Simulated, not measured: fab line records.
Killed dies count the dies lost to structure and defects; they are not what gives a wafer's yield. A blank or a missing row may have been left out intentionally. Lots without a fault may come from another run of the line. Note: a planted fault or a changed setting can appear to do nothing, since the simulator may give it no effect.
Which of the tools did it? -- flow gf180mcu -- Sampling: 15 lots, 45 wafers, 5 of 602 route steps

## WHAT EACH GAUGE READ, for each wafer
GF_STI_THK_MEAS_02.
lot,measured,on,STI_OXIDATION_THK (nm)
L957,day 1 11:31,film-metro-01,10.19 10.19 10.16
L958,day 1 17:19,film-metro-01,9.68 9.65 9.65
L959,day 2 00:04,film-metro-01,9.70 9.55 9.73
L960,day 2 02:37,film-metro-01,9.84 9.90 9.97
L961,day 2 07:31,film-metro-03,9.68 9.80 9.77
L965,day 3 04:07,film-metro-01,10.44 10.28 10.43
L969,day 3 23:44,film-metro-02,10.28 10.07 10.27
L970,day 4 04:31,film-metro-01,10.05 10.06 10.13
L972,day 4 15:40,film-metro-02,10.12 10.10 10.28
L974,day 5 00:31,film-metro-03,10.23 10.21 10.30
L975,day 5 05:32,film-metro-03,9.95 10.12 10.04
L976,day 5 10:51,film-metro-02,9.93 9.85 10.06
L978,day 5 20:31,film-metro-03,10.28 10.27 10.38
L979,day 6 03:40,film-metro-02,9.92 9.78 9.80
L980,day 6 07:57,film-metro-01,9.97 9.82 9.99

GF_STI_THK_MEAS_04.
lot,measured,on,STI_CVD_03_THK (nm)
L957,day 1 13:34,film-metro-01,206.9 206.0 206.9
L958,day 1 19:22,film-metro-02,208.1 208.3 207.7
L959,day 2 02:07,film-metro-03,207.5 207.6 206.8
L960,day 2 04:40,film-metro-02,203.3 206.4 206.4
L961,day 2 09:34,film-metro-03,207.2 208.4 208.0
L965,day 3 06:10,film-metro-03,210.3 210.8 209.0
L969,day 4 01:46,film-metro-03,206.3 205.6 206.8
L970,day 4 06:34,film-metro-03,208.2 207.5 208.9
L972,day 4 17:43,film-metro-02,208.7 207.8 208.6
L974,day 5 02:34,film-metro-03,203.6 206.5 203.5
L975,day 5 07:35,film-metro-01,206.5 205.5 207.1
L976,day 5 12:54,film-metro-03,211.3 210.5 209.6
L978,day 5 23:34,film-metro-01,208.9 207.5 207.5
L979,day 6 05:43,film-metro-03,206.8 206.1 206.1
L980,day 6 09:59,film-metro-03,202.4 202.7 204.0

GF_STI_THK_MEAS_22.
lot,measured,on,STI_OXIDATION_01_THK (nm)
L957,day 2 03:11,film-metro-03,14.2 14.3 14.3
L958,day 2 08:44,film-metro-01,14.8 15.0 15.0
L959,day 2 16:38,film-metro-03,15.0 15.1 15.3
L960,day 2 18:55,film-metro-02,14.9 15.0 14.8
L961,day 3 00:14,film-metro-01,14.9 14.8 15.0
L965,day 3 20:28,film-metro-03,15.4 15.5 15.6
L969,day 4 17:23,film-metro-03,14.3 14.3 14.2
L970,day 4 22:31,film-metro-02,15.1 15.1 15.3
L972,day 5 09:28,film-metro-03,15.6 15.3 15.5
L974,day 5 19:29,film-metro-02,15.5 15.4 15.3
L975,day 5 23:31,film-metro-02,15.4 15.4 15.1
L976,day 6 06:32,film-metro-02,14.7 14.7 14.8
L978,day 6 15:52,film-metro-03,15.0 15.4 15.3
L979,day 6 22:38,film-metro-02,15.2 15.0 15.0
L980,day 7 05:30,film-metro-03,14.6 14.8 14.7

GF_DNWELL_TW_MEAS_09.
lot,measured,on,DNWELL_TW
L957,day 2 17:59,film-metro-03,1357 1353 1358
L958,day 2 23:49,film-metro-03,1348 1347 1349
L959,day 3 08:10,film-metro-03,31 31 31
L960,day 3 10:54,film-metro-04,31 31 31
L961,day 3 16:10,film-metro-04,31 31 31
L965,day 4 13:07,film-metro-03,1346 1336 1342
L969,day 5 11:16,film-metro-03,1356 1366 1361
L970,day 5 15:28,film-metro-04,1359 1359 1349
L972,day 6 03:56,film-metro-03,1367 1355 1359
L974,day 6 12:01,film-metro-04,1353 1356 1357
L975,day 6 20:20,film-metro-03,1358 1360 1354
L976,day 7 02:37,film-metro-04,1366 1371 1364
L978,day 7 10:29,film-metro-04,1371 1371 1370
L979,day 7 17:35,film-metro-03,1352 1347 1355
L980,day 8 02:49,film-metro-04,1356 1351 1343

## TOOL THAT RAN EACH LOT (tool first, then ch and the chambers of the sampled wafers, then the start)
lot,GF_DNWELL_EXPOSE_04
L957,"iline-stepper-02 ch 0, day 2 11:33"
L958,"iline-stepper-01 ch 0, day 2 17:52"
L959,"iline-stepper-01, day 3 01:17"
L960,"iline-stepper-01, day 3 04:28"
L961,"iline-stepper-01, day 3 09:32"
L965,"iline-stepper-01 ch 0, day 4 05:35"
L969,"iline-stepper-02 ch 0, day 5 04:08"
L970,"iline-stepper-02 ch 0, day 5 08:46"
L972,"iline-stepper-02 ch 0, day 5 20:08"
L974,"iline-stepper-01 ch 0, day 6 05:05"
L975,"iline-stepper-01 ch 0, day 6 12:43"
L976,"iline-stepper-01 ch 0, day 6 18:41"
L978,"iline-stepper-02 ch 0, day 7 02:02"
L979,"iline-stepper-02 ch 0, day 7 09:54"
L980,"iline-stepper-02 ch 0, day 7 18:35"
- GF_DNWELL_EXPOSE_04: exposes mask DNWELL, target cd 1700 nm.

## WHAT THE TOOLS THEMSELVES READ (means of the sampled wafers that have a number; where no wafer has one, the mark that the record gives instead)
GF_DNWELL_EXPOSE_04.
lot,tool,exposure-dose-mJ-cm2,focus-offset-nm (nm),reticle-temp-C (C)
L957,iline-stepper-02,260.05,-0.2,23.17
L958,iline-stepper-01,260.04,0.6,22.93
L959,iline-stepper-01,-,-,-
L960,iline-stepper-01,-,-,-
L961,iline-stepper-01,-,-,-
L965,iline-stepper-01,260.25,-0.3,23.11
L969,iline-stepper-02,259.69,-0.8,23.01
L970,iline-stepper-02,259.88,0.5,23.00
L972,iline-stepper-02,260.15,-0.1,22.92
L974,iline-stepper-01,260.25,-0.1,22.98
L975,iline-stepper-01,260.13,0.0,22.87
L976,iline-stepper-01,259.91,0.1,23.01
L978,iline-stepper-02,259.75,-0.1,22.97
L979,iline-stepper-02,259.71,0.2,23.18
L980,iline-stepper-02,260.21,0.5,23.03

## THE ANSWER, worked out from the rows above alone
Rule: the lots themselves supply what counts as usual. The widest of any qualifying gaps counts: lots, ordered by their means at a reading, are off when they make up no more than a third of the lots, leave a main group of 4 or more, and stand apart from it by 3 or more times the standard deviation of that group's means. If all means in a main group match to the digits the tables above print for the reading, that group is not used. Also off: a lot with no number at a reading for which 4 or more lots have one. Any other lot the step has rows for is counted as sound. Order of review: gauges by route order, followed by the tools' own readings, for which a lot's mean as printed above is used. The first step at which some lot is off is used, and at that step the reading that is off furthest; a lot without a number counts as furthest.
Off: at GF_DNWELL_TW_MEAS_09 (DNWELL_TW), L959, L960, L961. The main group has a mean of 1356 with a standard deviation of 7.7.
If a tool, at a process step before that reading, ran all the lots that are off and no sound lot after the first of them, it fits. Not tried: the gauges at GF_DNWELL_TW_MEAS_09; whatever is off there is also off at GF_DNWELL_EXPOSE_04, on other tools, and gauge error can't account for it. Of those tried, none fits.

## WHAT THE SIMULATOR HAD PUT IN
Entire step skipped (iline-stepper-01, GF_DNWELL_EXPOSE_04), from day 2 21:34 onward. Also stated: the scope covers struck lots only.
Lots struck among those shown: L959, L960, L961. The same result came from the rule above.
